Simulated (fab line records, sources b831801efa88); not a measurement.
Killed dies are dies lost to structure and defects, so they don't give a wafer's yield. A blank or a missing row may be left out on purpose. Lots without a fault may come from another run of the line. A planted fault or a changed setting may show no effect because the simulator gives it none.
One fault seen from 2 desks | flow gf180mcu | each desk has only its own numbers; what lay behind them comes last

THE METROLOGY DESK
What the gauges read, lot by lot, whatever tool the lot ran on: means of the sampled wafers that have a number. A lot is out of limits, marked OUT, if its mean lies more than 4 standard deviations from the usual mean; the brackets give that distance.
Columns: A = V5_CVD_00_THK at GF_V5_THK_MEAS_01, usual 298.4 nm
lot  | first seen here | A
L136 | day 26 07:50    | 296.9
L138 | day 27 00:25    | 299.6
L140 | day 27 20:39    | 301.7
L141 | day 28 07:55    | 299.1
L143 | day 28 11:04    | 295.6
L144 | day 29 01:22    | 295.3
L145 | day 29 04:38    | 299.4
L146 | day 29 11:48    | 295.8
L147 | day 30 01:30    | 299.6
L148 | day 30 14:15    | 297.8
L157 | day 32 10:52    | 298.7
L158 | day 32 11:14    | 298.9
This desk's finding: nothing out of limits on any of the 12 lots.

THE TOOL OWNER'S DESK: litho_track-03
The tool's own readings at GF_HV_LDD_DEVELOP_30 (develop time 60 s): means of the sampled wafers that have a number, for each lot that ran on this tool. A lot is out of limits, marked OUT, if its mean lies more than 4 standard deviations from the usual mean; the brackets give that distance.
Columns: A = exhaust_pa at GF_HV_LDD_DEVELOP_30, usual 45.2 Pa
lot  | first seen here | A
L138 | day 12 00:54    | 45.4
L140 | day 13 01:44    | 44.5
L143 | day 13 16:39    | 45.5
L144 | day 14 05:44    | 45.1
L146 | day 14 19:26    | 45.0
L152 | day 16 19:57    | 45.5
L154 | day 17 06:12    | 44.6
This desk's finding: nothing out of limits on any of the 7 lots.

PUT TOGETHER
The metrology desk saw nothing out of limits.
The tool owner's desk saw nothing out of limits.

WHAT THE SIMULATOR HAD PUT IN
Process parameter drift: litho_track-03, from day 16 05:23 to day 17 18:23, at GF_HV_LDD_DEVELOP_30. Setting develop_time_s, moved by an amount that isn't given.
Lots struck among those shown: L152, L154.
